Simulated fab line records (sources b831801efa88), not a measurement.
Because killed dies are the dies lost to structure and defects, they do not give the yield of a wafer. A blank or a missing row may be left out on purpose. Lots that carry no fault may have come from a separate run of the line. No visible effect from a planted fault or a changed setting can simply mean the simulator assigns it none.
The tool behind it: which one? || flow sky130 || 12 lots with 36 wafers sampled at 3 steps, on a route of 708 steps

## WHAT EACH GAUGE READ, for each wafer
SKY_VIA2_THK_MEAS_01.
{"lot": "L075", "measured": "day 33 04:22", "on": "film_metro-04", "VIA2_HDPCVD_THK (nm)": "1184 1195 1197"}
{"lot": "L077", "measured": "day 33 07:34", "on": "film_metro-04", "VIA2_HDPCVD_THK (nm)": "1199 1188 1167"}
{"lot": "L080", "measured": "day 34 04:25", "on": "film_metro-01", "VIA2_HDPCVD_THK (nm)": "1190 1184 1176"}
{"lot": "L081", "measured": "day 34 19:16", "on": "film_metro-04", "VIA2_HDPCVD_THK (nm)": "1169 1176 1191"}
{"lot": "L084", "measured": "day 35 06:38", "on": "film_metro-04", "VIA2_HDPCVD_THK (nm)": "1190 1201 1203"}
{"lot": "L085", "measured": "day 35 14:37", "on": "film_metro-03", "VIA2_HDPCVD_THK (nm)": "1183 1178 1189"}
{"lot": "L087", "measured": "day 36 07:46", "on": "film_metro-03", "VIA2_HDPCVD_THK (nm)": "1172 1187 1181"}
{"lot": "L089", "measured": "day 36 18:24", "on": "film_metro-03", "VIA2_HDPCVD_THK (nm)": "1177 1174 1154"}
{"lot": "L091", "measured": "day 37 13:52", "on": "film_metro-03", "VIA2_HDPCVD_THK (nm)": "1179 1167 1146"}
{"lot": "L092", "measured": "day 44 22:57", "on": "film_metro-01", "VIA2_HDPCVD_THK (nm)": "1192 1197 1179"}
{"lot": "L095", "measured": "day 45 01:54", "on": "film_metro-03", "VIA2_HDPCVD_THK (nm)": "1193 1181 1208"}
{"lot": "L097", "measured": "day 45 03:37", "on": "film_metro-04", "VIA2_HDPCVD_THK (nm)": "1191 1168 1186"}

## EACH LOT AND THE TOOL THAT RAN IT (in order: tool; ch and the chambers of the sampled wafers; start)
{"lot": "L075", "SKY_VIA1_STRIP_16": "plasma_asher-01 ch 0,1, day 31 23:34", "SKY_METAL2_SPUTTER_03": "pvd_sputter-02, day 32 00:51"}
{"lot": "L077", "SKY_VIA1_STRIP_16": "plasma_asher-02 ch 0,1, day 32 02:34", "SKY_METAL2_SPUTTER_03": "pvd_sputter-02, day 32 03:51"}
{"lot": "L080", "SKY_VIA1_STRIP_16": "plasma_asher-01 ch 0,1, day 32 23:47", "SKY_METAL2_SPUTTER_03": "pvd_sputter-02, day 33 01:07"}
{"lot": "L081", "SKY_VIA1_STRIP_16": "plasma_asher-01 ch 0,1, day 33 13:59", "SKY_METAL2_SPUTTER_03": "pvd_sputter-03, day 33 15:19"}
{"lot": "L084", "SKY_VIA1_STRIP_16": "plasma_asher-01 ch 0,1, day 34 01:49", "SKY_METAL2_SPUTTER_03": "pvd_sputter-03, day 34 03:06"}
{"lot": "L085", "SKY_VIA1_STRIP_16": "plasma_asher-01 ch 0,1, day 34 08:10", "SKY_METAL2_SPUTTER_03": "pvd_sputter-02, day 34 09:27"}
{"lot": "L087", "SKY_VIA1_STRIP_16": "plasma_asher-01 ch 0,1, day 35 01:59", "SKY_METAL2_SPUTTER_03": "pvd_sputter-02, day 35 03:19"}
{"lot": "L089", "SKY_VIA1_STRIP_16": "plasma_asher-01 ch 0,1, day 35 13:47", "SKY_METAL2_SPUTTER_03": "pvd_sputter-02, day 35 15:05"}
{"lot": "L091", "SKY_VIA1_STRIP_16": "plasma_asher-02 ch 0, day 36 08:32", "SKY_METAL2_SPUTTER_03": "pvd_sputter-02, day 36 10:16"}
{"lot": "L092", "SKY_VIA1_STRIP_16": "plasma_asher-02 ch 1, day 43 23:47", "SKY_METAL2_SPUTTER_03": "pvd_sputter-02, day 44 01:05"}
{"lot": "L095", "SKY_VIA1_STRIP_16": "plasma_asher-02 ch 0,1, day 44 02:26", "SKY_METAL2_SPUTTER_03": "pvd_sputter-03, day 44 03:45"}
{"lot": "L097", "SKY_VIA1_STRIP_16": "plasma_asher-02 ch 0,1, day 44 03:47", "SKY_METAL2_SPUTTER_03": "pvd_sputter-03, day 44 05:05"}
- SKY_VIA1_STRIP_16: strips in O2/N2.
- SKY_METAL2_SPUTTER_03: material Ti, target thk 5 nm, time 3.3 s.

## THE ANSWER, worked out from the rows above alone
Rule: usual is defined by the lots themselves. Put in order of their means at a reading, lots are off if they are a third of the lots or fewer, leave a main group of 4 or more, and stand apart from it by a gap of 3 or more times the standard deviation of the main group's means; of several such gaps the widest counts. A main group whose means are all the same, to the digits that the tables above print for the reading, isn't used. Also off: a lot with no number at a reading for which 4 or more lots have one. Any other lot the step has rows for is counted as sound.
None of the lots is off at any reading shown; this tells nothing.

## WHAT WAS PUT IN BY THE SIMULATOR
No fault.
